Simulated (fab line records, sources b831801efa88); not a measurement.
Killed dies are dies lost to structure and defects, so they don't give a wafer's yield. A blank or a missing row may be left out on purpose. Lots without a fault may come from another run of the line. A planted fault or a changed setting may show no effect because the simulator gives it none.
A struck lot beside a sound one | flow sky130 | 17 steps out of a route of 708
Sound: wafers L908.3, L908.4, L908.5. Struck: wafers L912.1, L912.3, L912.6. The cause comes at the end.
At each step with rows: each side's tool, then ch and its chambers, then its first start. Under that, the readings that differ: sound wafers | struck wafers | difference of the means | sigmas: that difference in standard deviations of wafers without a fault.
alike: readings whose means differ by less than 2 such deviations, and words and numbers that are the same on both sides. not compared: withheld readings, readings that some wafer has no value for, bounds like >300 that may hide the same value, and numbers for which the record gives no deviation and whose values overlap.
The two part at a step that has a row with sigmas, a row that says differs or no value, or rows on one side only. Numbers that don't overlap but have no deviation are shown without sigmas and don't part them. A reading that every wafer of one side lacks parts them only if that side has two wafers or more.

first, 2 steps without rows for these wafers: SKY_LOCAL_INTERCONNECT_PEB_09; SKY_LOCAL_INTERCONNECT_DEVELOP_10 (develop time 60 s).
SKY_LOCAL_INTERCONNECT_CD_MEAS_11: target cd 170 nm.
  sound on cd_sem-02, day 32 08:13; struck on cd_sem-01, day 33 22:13
  alike: cd_nm
SKY_LOCAL_INTERCONNECT_OVL_MEAS_12:
  sound on overlay-01, day 32 08:19; struck on overlay-01, day 33 22:20
  alike: LOCAL_INTERCONNECT_OVL
SKY_LOCAL_INTERCONNECT_ETCH_13: etches BARC in N2/H2, stops on SiO2, time 45.9 s, target depth 60 nm.
  sound on rie_metal-04 ch 0,1, day 32 08:21; struck on rie_metal-02 ch 0, day 33 22:22
  alike: drypump_motor_current_A, oes_product_au, throttle_valve_pct
  not compared: rf_hours_counter_h
SKY_LOCAL_INTERCONNECT_METAL_ETCH_14: etches TiN in Cl2/BCl3, stops on PSG, target depth 110 nm, time 31.4 s.
  sound on rie_metal-04 ch 0,1, day 32 08:25; struck on rie_metal-02 ch 0, day 33 22:26
  alike: drypump_motor_current_A, oes_product_au, throttle_valve_pct
  not compared: rf_hours_counter_h
SKY_LOCAL_INTERCONNECT_STRIP_15: strips in O2/N2.
  sound on plasma_asher-02 ch 0,1, day 32 08:29; struck on plasma_asher-04 ch 0,1, day 33 22:29
  alike: drypump_motor_current_A, o2_flow_sccm, oes_product_au, strip_time_to_endpoint_s
  not compared: rf_hours_counter_h
then, 3 steps without rows for these wafers: SKY_LOCAL_INTERCONNECT_STRIP_16 (strips in post etch residue remover, time 1200 s); SKY_LOCAL_INTERCONNECT_CLEAN_17 (cleans in IPA, time 180 s); SKY_LOCAL_INTERCONNECT_CLEAN_18 (cleans in O3/DIW).
SKY_CONTACT_CVD_00: deposits Si3N4, target thk 75 nm.
  sound on pecvd-02 ch 0,2, day 32 09:02; struck on pecvd-02 ch 1,2, day 33 23:05
  alike: heater_power_w, susceptor_temp_C
SKY_CONTACT_THK_MEAS_01:
  sound on film_metro-04, day 32 09:05; struck on film_metro-04, day 33 23:07
  alike: CONTACT_CVD_00_THK
SKY_CONTACT_HDPCVD_02: deposits SiO2, target thk 565 nm, time 94.2 s.
  sound on hdpcvd-01 ch 0,2, day 32 09:08; struck on hdpcvd-01 ch 0,1,2, day 33 23:11
  reading                                     | sound             | struck            | difference                    | sigmas
  run_length_s (s)                            | 121.4 122.6 121.5 | 102.6 103.8 102.6 | -18.8                         | -32
  susceptor_temp_C (C)                        | 600.0 599.9 600.3 | - - -             | no value on the struck wafers |
  model.SiO2_of_CONTACT_HDPCVD_02.thk_nm (nm) | 562.4 565.1 563   | 454.1 455.5 448.3 | -110.9                        |
SKY_CONTACT_THK_MEAS_03:
  sound on film_metro-02, day 32 09:13; struck on film_metro-02, day 33 23:15
  reading                 | sound       | struck      | difference | sigmas
  CONTACT_HDPCVD_THK (nm) | 563 565 563 | 454 455 448 | -111       | -21
SKY_CONTACT_CMP_04: polishes SiO2.
  sound on cmp-01 ch 1,2, day 32 09:16; struck on cmp-01 ch 1,2,3, day 33 23:25
  reading                | sound    | struck   | difference | sigmas
  time_to_endpoint_s (s) | 85 84 86 | 42 44 41 | -43        | -10
  alike: motor_current_A
SKY_CONTACT_BOW_MEAS_05:
  sound on film_metro-04, day 32 09:36; struck on film_metro-02, day 33 23:37
  alike: CONTACT_BOW
-- the record jumps here: 14 days lie between the struck wafers' starts before and after (it left off in module CONTACT and takes up again in module PAD_OPEN, whose first step shown is number 708 of the route) --
SKY_PAD_OPEN_PROBE_99:
  the record has rows for the struck wafers here (prober-02, day 48 11:37) and none for the sound ones

WHERE THEY PART
First at SKY_CONTACT_HDPCVD_02; last, within this record, at SKY_PAD_OPEN_PROBE_99.

WHY: what the simulator had put in
Process parameter drift: hdpcvd-01, from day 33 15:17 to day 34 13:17, at SKY_CONTACT_HDPCVD_02. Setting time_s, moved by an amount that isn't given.
